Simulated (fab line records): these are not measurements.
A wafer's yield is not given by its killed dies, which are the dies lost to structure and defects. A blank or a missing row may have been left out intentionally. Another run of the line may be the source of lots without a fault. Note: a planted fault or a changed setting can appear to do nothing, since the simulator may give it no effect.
Chamber matching	flow sky130	3 sister chambers for SKY_VIA1_HDPCVD_00 on hdpcvd-01
The step deposits SiO2, target thk 1030 nm, time 171.7 s. 16 wafers are shown with their chamber, then 8 later ones without.

## WAFERS, EACH WITH ITS CHAMBER
wafer	chamber	sih4_flow_sccm (sccm)
L303.1	2	60.40
L303.2	1	59.93
L303.3	0	60.08
L308.3	2	60.04
L308.4	0	60.03
L308.6	1	60.11
L310.1	0	59.95
L310.4	0	60.33
L310.6	2	60.14
L312.3	0	59.99
L312.5	1	59.90
L312.6	2	60.14
L315.2	2	59.62
L315.5	1	60.01
L316.1	1	59.88
L316.6	1	59.96

SIGNATURES (means of the wafers above)
reading	chamber 0	chamber 1	chamber 2	scatter within a chamber
sih4_flow_sccm	60.0760	59.9650	60.0680	0.186
Rule: a wafer's distance from a chamber is the root of the sum, over the readings, of the square of ((its reading less the chamber's mean) divided by the reading's scatter). The wafer belongs to the nearest chamber; if the next one is less than 2 further off, it can't be placed. How the scatter is found: for the shown wafers, subtract from each reading the mean of its chamber, square and add these, divide the total by (wafers less chambers), then take the root.

## WAFERS MISSING THEIR CHAMBER
wafer	sih4_flow_sccm (sccm)
L317.1	59.76
L317.2	59.91
L324.1	59.71
L324.3	60.34
L324.6	59.95
L323.4	59.75
L323.5	60.07
L323.6	59.72

## WHICH CHAMBER EACH ONE RAN IN
wafer	from the rows above	in truth
L317.1	can't be placed: 1 or 2 or 0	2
L317.2	can't be placed: 1 or 2 or 0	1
L324.1	can't be placed: 1 or 2 or 0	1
L324.3	can't be placed: 0 or 2 or 1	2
L324.6	can't be placed: 1 or 2 or 0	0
L323.4	can't be placed: 1 or 2 or 0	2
L323.5	can't be placed: 2 or 0 or 1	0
L323.6	can't be placed: 1 or 2 or 0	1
0 of 8 placed correctly. Not placeable from these rows: 8 (in 8, the candidates include the true chamber). Number placed wrongly: 0.
